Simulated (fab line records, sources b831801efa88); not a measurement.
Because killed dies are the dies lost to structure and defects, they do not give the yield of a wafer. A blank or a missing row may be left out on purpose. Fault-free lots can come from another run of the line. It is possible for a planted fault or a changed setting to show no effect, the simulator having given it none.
A lot that was struck, set against a sound lot ; flow gf180mcu ; 18 steps out of a route of 602
Sound: wafers L522.1, L522.3, L522.5. Wafers L535.3, L535.4, L535.6 were the ones struck. The cause comes at the end.
At each step with rows: each side's tool, then ch and its chambers, then its first start. Under that, the readings that differ: sound wafers ; struck wafers ; difference of the means ; sigmas: that difference in standard deviations of wafers without a fault.
alike: a reading whose means differ by less than 2 such deviations, as well as words and numbers matching on both sides. not compared: withheld readings; readings where some wafer has no value; bounds like >300 that might hide an equal value; numbers whose values overlap and for which the record gives no deviation.
The two part at a step that has a row with sigmas, a row that says differs or no value, or rows on one side only. Numbers that have no deviation but don't overlap get no sigmas and don't part them. Lack of a reading on every wafer of one side parts them only where that side has two or more wafers.

first, 3 steps without rows for these wafers: GF_V3_EXPOSE_11 (exposes mask Via3, target cd 260 nm); GF_V3_PEB_12 (peb time 90 s); GF_V3_DEVELOP_13 (develop time 60 s).
GF_V3_CD_MEAS_14 targets a cd of 260 nm.
  sound on cdSem-02 at day 23 09:07; struck on cdSem-02 at day 27 20:28
  alike: cdNm
GF_V3_OVL_MEAS_15:
  sound on overlay-02 at day 23 09:14; struck on overlay-02 at day 27 20:34
  alike: V3_OVL
GF_V3_ETCH_16: etches BARC in N2/H2.
  sound on rieDiel-04 ch 1,3, day 23 09:17; struck on rieDiel-03 ch 0,1,2, day 27 20:35
  alike: drypumpMotorCurrentA, oesProductAu, throttleValvePct
GF_V3_ETCH_17: etches SiO2 in C4F8/O2/Ar, stops on TiN, target depth 635 nm.
  sound on rieDiel-04 ch 1,3; struck on rieDiel-03 ch 0,1,2
  alike: oesProductAu
GF_V3_STRIP_18: strips in O2/N2.
  sound on plasmaAsher-03 ch 0,1, day 23 09:25; struck on plasmaAsher-03 ch 0,1, day 27 20:44
  alike: drypumpMotorCurrentA, heaterPowerW, oesProductAu
  not compared: rfHoursCounterH
then, 3 steps without rows for these wafers: GF_V3_STRIP_19 (strips in post etch residue remover, time 1200 s); GF_V3_CLEAN_20 (cleans in DIW); GF_V3_SPUTTER_21 (material Ti, target thk 15 nm, time 80.02 s).
GF_V3_SPUTTER_22: material TiN, target thk 10 nm, time 40 s.
  sound on pvdSputter-03 at day 23 10:01; struck on pvdSputter-01 at day 27 21:19
reading;sound;struck;difference;sigmas
throttleValvePct (%);28.6 27.4 27.9;31.6 30.6 31.6;+3.3;+3
GF_V3_CVD_23: deposits W, target thk 350 nm, time 104.9 s.
  sound on cvdW-02 ch 0,1, day 23 10:03; struck on cvdW-02 ch 0,1, day 27 21:23
reading;sound;struck;difference;sigmas
model.W_of_V3_CVD_23.thkNm (nm);355.2 352.5 359.3;393.8 384.7 391.4;+34.3;
  alike: chamberPressureTorr, heaterPowerW
GF_V3_RS_MEAS_24: measures by four-point-probe.
  sound on filmMetro-04 at day 23 10:10; struck on filmMetro-04 at day 27 21:30
reading;sound;struck;difference;sigmas
V3_W_RS (ohm/sq);0.323 0.327 0.320;0.292 0.298 0.293;-0.029;-6
GF_V3_THK_MEAS_25: measures by xrf.
  sound on filmMetro-04 at day 23 10:17; struck on filmMetro-04 at day 27 21:36
reading;sound;struck;difference;sigmas
V3_W_THK (nm);352 351 356;394 380 389;+35;+5
GF_V3_CMP_26: polishes, stops on SiO2, t overpolish 15 s, target thk 0 nm.
  sound on cmp-01 ch 1,3, day 23 10:23; struck on cmp-01 ch 0,1,2, day 27 21:44
reading;sound;struck;difference;sigmas
timeToEndpointS (s);85 87 86;98 99 94;+11;+3
  alike: motorCurrentA
GF_M4_SPUTTER_00: material Ti, target thk 37.5 nm, time 150 s.
  sound on pvdSputter-02 at day 23 10:38; struck on pvdSputter-03 at day 27 21:56
  alike: throttleValvePct
GF_PASSIVATION_PROBE_99:
  sound wafers here have rows in the record (prober-02, day 29 20:56); struck ones have none

## WHERE THEY PART
Earliest at GF_V3_SPUTTER_22; latest, in this record, at GF_PASSIVATION_PROBE_99.

WHY: whatever the simulator had introduced
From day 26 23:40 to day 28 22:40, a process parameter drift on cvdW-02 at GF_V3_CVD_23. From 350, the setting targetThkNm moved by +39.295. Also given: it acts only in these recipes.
